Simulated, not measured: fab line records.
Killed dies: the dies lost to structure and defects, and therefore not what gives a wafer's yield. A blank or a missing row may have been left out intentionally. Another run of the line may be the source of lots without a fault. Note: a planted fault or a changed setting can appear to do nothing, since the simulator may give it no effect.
fab line records ; flow sky130
[record] lots = 13; wafers = 39; last_day = 51
route steps=708 shown SD_N@358 CONTACT@410
lots that met no fault: taken from a fault-free run of the same line
start_h: the number of hours between the record's first day and the start of the first shown wafer of the lot ; wait_h: hours from the lot's prior step to this one ; " repeats the value in the row above ; L1.1+2: a row that stands for several wafers ; - no value present, or no start provided ; * or withheld: withheld ; < > ~ a bound
route shown NAME@n: a module of which the file shows steps, and the number in the route of the first ; usual: mean/standard deviation taken from wafers without a fault ; same: alike in all rows ; chamber/n: place in a boat ; sites: per-site readings ; _std_site: their standard deviation ; _edge_site: the outer-site mean with the inner-site mean subtracted ; radius_mm: how far each site lies from the wafer's centre ; mask NAME#n: copy n ; behind: the last tool/chamber to shape the wafer ; hold: what put the lot on hold/how long, in hours/how the hold closed ; device: whichever transistor did not switch (one of n, p or np) ; end of line: the route-end tests of the same wafers ; where a step has no rows: the recipe by itself ; killed: the dies lost at the first sort to structure and to defects; this is not the yield of the wafer ; map: per-die view of a wafer (x killed, . not killed, _ where there is no die)
set.NAME: the setting the step ran with; set.NAME@STEP: the setting that earlier step ran with ; model.NAME: the simulator's own value behind a step, which no gauge read
one table for each step of the route and one row for each wafer, over a sample of lots
services: the hour from which a tool's chamber was out of use, counted from the record's first day as start_h (under 0 if before that day), plus the number of hours and why
[[steps]]
[step SKY_SD_N_RS_MEAS_16]
[recipe] thk_meas_gauge = four-point-probe
[usual] SD_N_RS = 68.55/0.11
lot.wafer;tool;chamber;start_h;wait_h;SD_N_RS[ohm/sq]
L985.1;film_metro-01;-;628.32;0.1;68.62
L985.2;film_metro-01;-;628.32;0.1;68.51
L985.4;film_metro-01;-;628.32;0.1;68.39
L986.1;film_metro-01;-;655.39;0.1;68.61
L986.3;film_metro-01;-;655.39;0.1;68.52
L986.6;film_metro-01;-;655.39;0.1;68.41
L989.2;film_metro-01;-;677.64;0.1;68.67
L989.3;film_metro-01;-;677.64;0.1;68.62
L989.5;film_metro-01;-;677.64;0.1;68.68
L988.1;film_metro-01;-;683.38;0.1;68.71
L988.4;film_metro-01;-;683.38;0.1;68.55
L988.5;film_metro-01;-;683.38;0.1;68.60
L990.1;film_metro-03;-;701.96;0.1;68.47
L990.4;film_metro-03;-;701.96;0.1;68.56
L990.5;film_metro-03;-;701.96;0.1;68.60
L991.1;film_metro-02;-;718.15;0.1;68.70
L991.4;film_metro-02;-;718.15;0.1;68.45
L991.6;film_metro-02;-;718.15;0.1;68.64
L992.1;film_metro-02;-;725.89;0.1;68.67
L992.2;film_metro-02;-;725.89;0.1;68.77
L992.5;film_metro-02;-;725.89;0.1;68.65
L995.3;film_metro-01;-;729.31;0.1;68.58
L995.4;film_metro-01;-;729.31;0.1;68.55
L995.6;film_metro-01;-;729.31;0.1;68.57
L999.1;film_metro-03;-;777.78;0.1;68.39
L999.2;film_metro-03;-;777.78;0.1;68.58
L999.6;film_metro-03;-;777.78;0.1;68.38
L102.2;film_metro-01;-;782.33;0.1;68.63
L102.4;film_metro-01;-;782.33;0.1;68.43
L102.5;film_metro-01;-;782.33;0.1;68.69
L103.3;film_metro-03;-;785.58;0.1;68.62
L103.4;film_metro-03;-;785.58;0.1;68.56
L103.6;film_metro-03;-;785.58;0.1;68.40
L106.3;film_metro-02;-;811.13;0.1;68.71
L106.4;film_metro-02;-;811.13;0.1;68.68
L106.5;film_metro-02;-;811.13;0.1;68.66
L108.2;film_metro-03;-;833.28;0.1;68.59
L108.5;film_metro-03;-;833.28;0.1;68.68
L108.6;film_metro-03;-;833.28;0.1;68.68
[step SKY_CONTACT_CMP_04]
[recipe] material = SiO2; down_force_psi = 4; platen_rpm = 60; pad_velocity_m_s = 0.94248
[usual] head_pressure_psi = 4.001/0.0093; motor_current_A = 13.0/2.1; time_to_endpoint_s = 82/3.3
lot.wafer;tool;chamber;start_h;wait_h;head_pressure_psi;motor_current_A;time_to_endpoint_s
L985.1;cmp-02;2;689.07;0.1;4.005;15.3;81
L985.4;cmp-02;3;689.07;0.1;4.005;12.8;80
L985.2;cmp-02;0;689.07;0.1;3.991;13.4;83
L986.1;cmp-02;3;715.43;0.1;4.002;13.0;78
L986.3;cmp-02;1;715.43;0.1;3.998;10.9;84
L986.6;cmp-02;3;715.43;0.1;4.011;12.3;80
L989.2;cmp-01;1;738.35;0.1;3.989;9.9;82
L989.3;cmp-01;2;738.35;0.1;4.001;16.5;84
L989.5;cmp-01;0;738.35;0.1;3.996;10.6;86
L988.1;cmp-02;1;743.06;0.2;4.000;11.2;81
L988.4;cmp-02;0;743.06;0.2;4.015;13.8;77
L988.5;cmp-02;2;743.06;0.2;3.998;16.7;78
L990.1;cmp-02;2;762.82;0.1;4.000;15.8;78
L990.4;cmp-02;3;762.82;0.1;3.988;13.5;77
L990.5;cmp-02;1;762.82;0.1;4.005;10.9;77
L991.1;cmp-02;1;777.95;0.1;3.994;11.1;86
L991.4;cmp-02;2;777.95;0.1;4.003;16.1;87
L991.6;cmp-02;3;777.95;0.1;4.013;12.3;83
L992.2;cmp-02;1;784.51;0.0;4.011;11.1;84
L992.1;cmp-02;2;784.51;0.0;3.992;15.4;79
L992.5;cmp-02;2;784.51;0.0;4.007;15.4;82
L995.3;cmp-02;2;787.49;0.0;3.989;15.6;80
L995.4;cmp-02;3;787.49;0.0;4.010;12.1;80
L995.6;cmp-02;3;787.49;0.0;4.011;12.4;75
L999.1;cmp-01;0;834.02;0.1;4.012;10.4;87
L999.2;cmp-01;3;834.02;0.1;4.007;12.6;90
L999.6;cmp-01;1;834.02;0.1;4.005;9.6;83
L102.4;cmp-01;3;838.42;0.1;4.156;12.6;82
L102.2;cmp-01;0;838.42;0.1;4.152;11.0;80
L102.5;cmp-01;2;838.42;0.1;4.155;16.0;84
L103.4;cmp-01;3;842.22;0.1;4.154;12.6;79
L103.3;cmp-01;0;842.22;0.1;4.151;11.0;77
L103.6;cmp-01;2;842.22;0.1;4.136;15.9;80
L106.3;cmp-02;1;866.69;0.1;3.999;11.0;86
L106.4;cmp-02;2;866.69;0.1;3.996;14.8;81
L106.5;cmp-02;1;866.69;0.1;4.005;10.4;84
L108.2;cmp-02;1;888.11;0.0;3.983;11.2;85
L108.6;cmp-02;1;888.11;0.0;3.972;10.8;84
L108.5;cmp-02;2;888.11;0.0;3.986;16.0;85
[step SKY_CONTACT_ETCH_17]
[recipe] target = SiO2; chemistry = C4F8/O2/Ar; stop_on = Si3N4; mask_material = KrF-thick; source_w = 1500; bias_w = 1200; pressure_mtorr = 40; c4f8_flow_sccm = withheld; O2_flow_sccm = 6; Ar_flow_sccm = 300; time_s = withheld; target_depth_a = 3400
[usual] oes_product_au = 0.897/0.0051; rf_fwd_power_W = 1486/5.8
lot.wafer;tool;chamber;start_h;wait_h;oes_product_au;rf_fwd_power_W
L985.1;rie_diel-03;0;717.53;0.0;0.895;1494
L985.2;rie_diel-03;3;717.53;0.0;0.891;1484
L985.4;rie_diel-03;1;717.53;0.0;0.898;1486
L986.1;rie_diel-02;0;743.48;0.0;0.886;1490
L986.3;rie_diel-02;1;743.48;0.0;0.904;1491
L986.6;rie_diel-02;1;743.48;0.0;0.899;1489
L989.2;rie_diel-03;2;766.78;0.0;0.894;1486
L989.3;rie_diel-03;3;766.78;0.0;0.896;1471
L989.5;rie_diel-03;0;766.78;0.0;0.892;1492
L988.1;rie_diel-04;3;770.55;0.0;0.889;1481
L988.4;rie_diel-04;0;770.55;0.0;0.900;1496
L988.5;rie_diel-04;1;770.55;0.0;0.894;1482
L990.1;rie_diel-04;2;790.03;0.0;0.898;1486
L990.4;rie_diel-04;1;790.03;0.0;0.896;1488
L990.5;rie_diel-04;3;790.03;0.0;0.901;1484
L991.1;rie_diel-02;3;805.88;0.0;0.902;1477
L991.4;rie_diel-02;3;805.88;0.0;0.900;1483
L991.6;rie_diel-02;2;805.88;0.0;0.896;1482
L992.1;rie_diel-04;0;811.88;0.0;0.906;1480
L992.2;rie_diel-04;1;811.88;0.0;0.908;1488
L992.5;rie_diel-04;2;811.88;0.0;0.900;1494
L995.3;rie_diel-04;2;815.03;0.0;0.899;1485
L995.4;rie_diel-04;0;815.03;0.0;0.905;1491
L995.6;rie_diel-04;3;815.03;0.0;0.903;1488
L999.1;rie_diel-04;2;860.75;0.0;0.890;1485
L999.2;rie_diel-04;3;860.75;0.0;0.896;1471
L999.6;rie_diel-04;1;860.75;0.0;0.898;1484
L102.2;rie_diel-02;2;864.93;0.0;0.897;1491
L102.4;rie_diel-02;3;864.93;0.0;0.896;1479
L102.5;rie_diel-02;3;864.93;0.0;0.903;1477
L103.3;rie_diel-03;2;868.98;0.0;0.882;1485
L103.4;rie_diel-03;1;868.98;0.0;0.895;1484
L103.6;rie_diel-03;2;868.98;0.0;0.889;1481
L106.3;rie_diel-02;1;892.48;0.0;0.904;1489
L106.4;rie_diel-02;0;892.48;0.0;0.895;1492
L106.5;rie_diel-02;2;892.48;0.0;0.899;1488
L108.2;rie_diel-03;2;914.23;0.0;0.902;1490
L108.5;rie_diel-03;0;914.23;0.0;0.895;1482
L108.6;rie_diel-03;3;914.23;0.0;0.899;1483
[step SKY_CONTACT_STRIP_19]
[recipe] chemistry = O2/N2; power_w = 1400; pressure_mtorr = 1500; platen_temp_c = withheld; o2_flow_sccm = 3000; n2_flow_sccm = 300; overash_fraction = 0.5
[usual] drypump_motor_current_A = 5.4/0.34; oes_product_au = 0.380/0.005; strip_time_to_endpoint_s = 3.609/0.026
lot.wafer;tool;chamber;start_h;wait_h;drypump_motor_current_A;oes_product_au;rf_hours_counter_h;strip_time_to_endpoint_s
L985.1;plasma_asher-01;1;717.62;-;4.9;0.380;103;3.623
L985.2;plasma_asher-01;0;717.62;-;5.8;0.378;103;3.595
L985.4;plasma_asher-01;0;717.62;-;5.7;0.386;-;3.615
L986.1;plasma_asher-03;0;743.57;-;5.3;0.381;62;3.601
L986.3;plasma_asher-03;0;743.57;-;5.3;0.385;-;3.599
L986.6;plasma_asher-03;0;743.57;-;5.3;0.376;-;3.631
L989.2;plasma_asher-02;1;766.87;-;5.4;0.378;32;3.608
L989.3;plasma_asher-02;0;766.87;-;5.1;0.382;-;3.642
L989.5;plasma_asher-02;1;766.87;-;5.4;0.385;-;3.656
L988.1;plasma_asher-01;0;770.64;-;5.7;0.369;3;3.566
L988.4;plasma_asher-01;1;770.64;-;5.0;0.381;-;3.589
L988.5;plasma_asher-01;0;770.64;-;5.8;0.380;-;3.594
L990.1;plasma_asher-03;0;790.12;-;5.3;0.392;67;3.625
L990.4;plasma_asher-03;0;790.12;-;5.3;0.374;-;3.625
L990.5;plasma_asher-03;0;790.12;-;5.3;0.384;-;3.618
L991.1;plasma_asher-01;1;805.97;-;5.0;0.383;6;3.573
L991.4;plasma_asher-01;1;805.97;-;4.9;0.380;-;3.586
L991.6;plasma_asher-01;0;805.97;-;5.8;0.377;-;3.615
L992.1;plasma_asher-03;0;811.97;-;5.3;0.380;69;3.610
L992.2;plasma_asher-03;1;811.97;-;5.9;0.370;69;3.599
L992.5;plasma_asher-03;1;811.97;-;5.9;0.384;-;3.603
L995.3;plasma_asher-03;1;815.15;-;5.9;0.387;-;3.623
L995.4;plasma_asher-03;0;815.15;-;5.3;0.387;-;3.624
L995.6;plasma_asher-03;1;815.15;-;5.9;0.373;-;3.589
L999.1;plasma_asher-01;0;860.84;-;5.7;0.380;12;3.596
L999.2;plasma_asher-01;1;860.84;-;4.9;0.382;12;3.566
L999.6;plasma_asher-01;1;860.84;-;5.0;0.386;-;3.613
L102.2;plasma_asher-01;0;865.02;-;5.7;0.385;13;3.632
L102.4;plasma_asher-01;1;865.02;-;5.0;0.373;-;3.620
L102.5;plasma_asher-01;0;865.02;-;5.7;0.374;-;3.608
L103.3;plasma_asher-03;1;869.10;-;6.0;0.381;-;3.557
L103.4;plasma_asher-03;0;869.10;-;5.3;0.376;-;3.623
L103.6;plasma_asher-03;1;869.10;-;5.9;0.372;-;3.578
L106.3;plasma_asher-02;1;892.60;-;5.4;0.374;-;3.613
L106.4;plasma_asher-02;0;892.60;-;5.1;0.392;-;3.607
L106.5;plasma_asher-02;1;892.60;-;5.4;0.384;-;3.627
L108.2;plasma_asher-02;0;914.32;-;5.1;0.390;47;3.580
L108.5;plasma_asher-02;0;914.32;-;5.1;0.371;-;3.626
L108.6;plasma_asher-02;1;914.32;-;5.4;0.374;-;3.595
[[services]]
tool;chamber;start_h;hours;kind
rie_diel-03;-;668.61;0.7;repair
rie_diel-02;3;721.32;6.1;repair
rie_diel-02;3;728.41;6.9;repair
cmp-01;-;730.36;4.1;pm
plasma_asher-01;-;733.75;9.0;pm
plasma_asher-01;0;733.75;9.0;vent_cycle
cmp-02;-;744.00;4.0;pm
cmp-02;-;748.00;-;consumable_replace:conditioner
cmp-02;-;748.00;-;consumable_replace:pad
cmp-01;-;768.11;5.6;pm
cmp-01;-;779.00;8.9;pm
cmp-01;-;790.10;0.9;repair
rie_diel-04;3;798.37;5.8;repair
cmp-01;-;803.22;0.5;repair
rie_diel-04;1;814.28;2.7;repair
rie_diel-04;-;828.50;0.4;repair
cmp-02;-;834.17;6.7;pm
rie_diel-03;-;837.99;0.5;repair
cmp-02;-;842.16;1.8;repair
rie_diel-02;0;859.79;3.9;repair
rie_diel-04;1;864.38;19.1;repair
rie_diel-04;3;892.76;15.7;repair
rie_diel-03;1;893.40;3.9;repair
cmp-01;-;912.00;4.0;pm
[[key]]
[first_sign] step = SKY_CONTACT_CMP_04; reading = head_pressure_psi; direction = up; sigmas = 16; usual = 4.001; struck = 4.150
effect none on later readings
met_at SKY_CONTACT_CMP_04
struck_lots L102,L103
tester_left_out L102,L103
not_acting_at SKY_SD_N_RS_MEAS_16,SKY_CONTACT_ETCH_17,SKY_CONTACT_STRIP_19
onset_between 834.02 838.42
[fault] kind = process_parameter_drift; tool = cmp-01; chamber = -; onset_h = 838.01; steps = SKY_CONTACT_CMP_04; channel = down_force_psi; offset = 0.15333; shape = step; end_h = 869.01; acts_in = these_recipes_only; stated = 4
// tester_left_out: of these lots the tester's yield and bins aren't shown, on N5 and GAA mostly nor the transistor test; their killed dies are dies lost to structure and defects alone, not to doping, threshold or leakage, so they don't give the yield
